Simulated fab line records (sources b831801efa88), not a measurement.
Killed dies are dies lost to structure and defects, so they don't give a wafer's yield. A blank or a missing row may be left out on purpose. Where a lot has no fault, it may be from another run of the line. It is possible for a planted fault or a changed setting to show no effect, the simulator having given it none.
A lot that was struck, set against a sound lot :: flow gf180mcu :: 16 steps out of a route of 602
Sound: these wafers, L659.1, L659.5, L659.6. Struck: wafer L650.2; the same lot's L650.3 was not struck, so it is left out; see the end for the cause.
Order at every step that has rows: each side's tool, ch and its chambers, its first start. Under that, the readings that differ: sound wafers :: struck wafers :: difference of the means :: sigmas: that difference in standard deviations of wafers without a fault.
alike: same words and numbers on both sides, and readings whose means sit less than 2 such deviations apart. not compared: any withheld reading, any reading some wafer has no value for, any bound like >300 that may hide the same value, and any number with overlapping values for which the record gives no deviation.
A row with sigmas, a row that says differs or no value, or rows on one side alone: a step with any of these is where the two part. Numbers that don't overlap but have no deviation are shown without sigmas and don't part them. Lack of a reading on every wafer of one side parts them only where that side has two or more wafers.

GF_TOP_METAL_SPUTTER_04: material TiN, target thk 25 nm, time 20.8 s.
  sound on pvd_sputter-02 at day 32 11:15; struck on pvd_sputter-02 at day 29 23:38
  alike: throttle_valve_pct
GF_TOP_METAL_RS_MEAS_05: uses a four-point probe to measure.
  sound on film_metro-03 at day 32 11:17; struck on film_metro-01 at day 29 23:40
  alike: TOP_METAL_ALCU_RS
GF_TOP_METAL_THK_MEAS_06: measures by xrf.
  sound on film_metro-03 at day 32 11:24; struck on film_metro-01 at day 29 23:47
  alike: TOP_METAL_ALCU_THK
then, 7 steps without rows for these wafers: GF_TOP_METAL_DEHYDRATE_07 (time 60 s); GF_TOP_METAL_HMDS_08 (prime time 60 s); GF_TOP_METAL_COAT_09 (resist thk 1500 nm); GF_TOP_METAL_SOFTBAKE_10 (time 60 s); GF_TOP_METAL_EXPOSE_11 (exposes mask MetalTop, target cd 440 nm); GF_TOP_METAL_PEB_12; GF_TOP_METAL_DEVELOP_13 (develop time 60 s).
GF_TOP_METAL_CD_MEAS_14 targets a cd of 440 nm.
  sound on cd_sem-01 at day 33 03:22; struck on cd_sem-01 at day 30 17:23
  alike: cd_nm
GF_TOP_METAL_OVL_MEAS_15:
  sound on overlay-01 at day 33 03:29; struck on overlay-02 at day 30 17:30
  alike: TOP_METAL_OVL
GF_TOP_METAL_METAL_ETCH_16: etches the open film in Cl2/BCl3, stops on SiO2, target depth 1077.5 nm, time 179.6 s.
  sound on rie_metal-02 ch 0,1, day 33 03:31; struck on rie_metal-01 ch 1, day 30 17:32
reading: bias_w (W)
sound: 140.5 140.0 140.1
struck: 138.4
difference: -1.8
sigmas: -4

reading: drypump_motor_current_A (A)
sound: 5.4 5.4 5.0
struck: 6.5
difference: +1.2
sigmas: +2

reading: oes_product_au (a.u.)
sound: 0.959 0.967 0.963
struck: 0.915
difference: -0.048
sigmas: -6

reading: throttle_valve_pct (%)
sound: 28.251 28.248 28.261
struck: 28.313
difference: +0.060
sigmas: +6

reading: model.etch.depth_nm (nm)
sound: 1022 1028 1015
struck: 926.5
difference: -95.2
sigmas: 

reading: model.TOP_METAL.feature_depth_nm (nm)
sound: 1022 1028 1015
struck: 926.5
difference: -95.2
sigmas: 

reading: model.NOVOLAK_of_TOP_METAL_COAT_09.thk_nm (nm)
sound: 1080 1072 1070
struck: 1131
difference: +57
sigmas: 
  alike: mfc_cl2_sccm
  not compared: rf_hours_counter_h
GF_TOP_METAL_STRIP_17: strips in O2/N2.
  sound on plasma_asher-02 ch 0,1, day 33 03:41; struck on plasma_asher-01 ch 1, day 30 17:42
reading: strip_time_to_endpoint_s (s)
sound: 13.56 13.48 13.45
struck: 14.18
difference: +0.68
sigmas: +8
  alike: drypump_motor_current_A, heater_power_w, oes_product_au
  not compared: rf_hours_counter_h
then, 1 step without rows for these wafers: GF_TOP_METAL_STRIP_18 (strips in post etch residue remover, time 1200 s).
GF_PASSIVATION_PROBE_99:
  sound on prober-01 at day 33 22:04; struck on prober-02 at day 31 14:01
reading: model.etest.diode_dnwell_sub.over_limit
sound: 0 0 0
struck: 1
difference: +1
sigmas: 

reading: model.etest.met1_comb.over_limit
sound: 0 0 0
struck: 1
difference: +1
sigmas: 

reading: model.etest.npoly_u.short
sound: 0 0 0
struck: 1
difference: +1
sigmas: 

reading: model.etest.npoly_sal.short
sound: 0 0 0
struck: 1
difference: +1
sigmas: 

reading: model.etest.contact_diode_array.over_limit
sound: 0 0 0
struck: 1
difference: +1
sigmas: 

reading: model.etest.nmos_3p3_min.short
sound: 0 0 0
struck: 1
difference: +1
sigmas: 

reading: model.etest.iso_nwell_nwell.over_limit
sound: 0 0 0
struck: 1
difference: +1
sigmas: 

reading: model.etest.diode_nplus_pwell.over_limit
sound: 0 0 0
struck: 1
difference: +1
sigmas: 

## WHERE THEY PART
First at GF_TOP_METAL_METAL_ETCH_16; last, within this record, at GF_TOP_METAL_STRIP_17.

WHY: what had been put in by the simulator
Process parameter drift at GF_TOP_METAL_METAL_ETCH_16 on rie_metal-01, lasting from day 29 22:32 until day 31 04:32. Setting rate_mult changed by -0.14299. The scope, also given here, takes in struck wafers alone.
